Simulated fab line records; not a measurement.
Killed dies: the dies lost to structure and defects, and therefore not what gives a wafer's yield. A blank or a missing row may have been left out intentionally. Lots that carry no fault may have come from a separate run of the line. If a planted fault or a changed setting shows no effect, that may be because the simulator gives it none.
2 desks, one fault | flow sky130 | numbers are kept per desk, each desk with only its own; the story behind them comes last

FROM THE METROLOGY DESK
Means of the sampled wafers that have a number, per lot and without regard to the tool the lot ran on: this is what the gauges read. Any lot whose mean is over 4 standard deviations away from the usual mean is out of limits and marked OUT; that distance is given in the brackets.
Columns: A = cd_nm at SKY_POLY_CUT_CD_MEAS_08, usual 269.8 nm; B = POLY_CUT_OVL at SKY_POLY_CUT_OVL_MEAS_09, usual 0 nm
lot  | first seen here | A     | B
L734 | day 24 10:33    | 268.3 | -1
L738 | day 26 11:24    | 268.7 | 4
L744 | day 27 21:52    | 271.6 | 4
L748 | day 29 05:17    | 268.5 | 5
L751 | day 30 23:46    | 269.3 | 5
L756 | day 31 22:01    | 270.1 | 3
This desk found nothing out of limits on any of the 6 lots.

AT THE TOOL OWNER'S DESK: rie_diel-02
The tool's own readings at SKY_POLY_CUT_ETCH_11 (etches Si3N4 in CF4/CH2F2/Ar, stops on poly-Si, time 42.5 s, target depth 60 nm): means of the sampled wafers that have a number, for each lot that ran on this tool. Any lot whose mean is over 4 standard deviations away from the usual mean is out of limits and marked OUT; that distance is given in the brackets.
Columns: A = cf4_flow_sccm at SKY_POLY_CUT_ETCH_11, usual 40.03 sccm; B = drypump_motor_current_A at SKY_POLY_CUT_ETCH_11, usual 5.5 A; C = oes_product_au at SKY_POLY_CUT_ETCH_11, usual 0.829 a.u.; D = rf_fwd_power_W at SKY_POLY_CUT_ETCH_11, usual 592.8 W; E = throttle_valve_pct at SKY_POLY_CUT_ETCH_11, usual 14.993 %
lot  | first seen here | A     | B   | C     | D     | E
L734 | day 24 10:45    | 40.08 | 5.4 | 0.827 | 591.3 | 14.996
L744 | day 27 22:04    | 40.03 | 5.6 | 0.828 | 593.4 | 15.004
L748 | day 29 05:28    | 40.06 | 5.4 | 0.835 | 593.9 | 14.988
This desk found nothing out of limits on any of the 3 lots.

ALL TOGETHER
Metrology desk: nothing out of limits seen.
The desk of the tool owner found nothing out of limits.

WHAT THE SIMULATOR HAD INSERTED
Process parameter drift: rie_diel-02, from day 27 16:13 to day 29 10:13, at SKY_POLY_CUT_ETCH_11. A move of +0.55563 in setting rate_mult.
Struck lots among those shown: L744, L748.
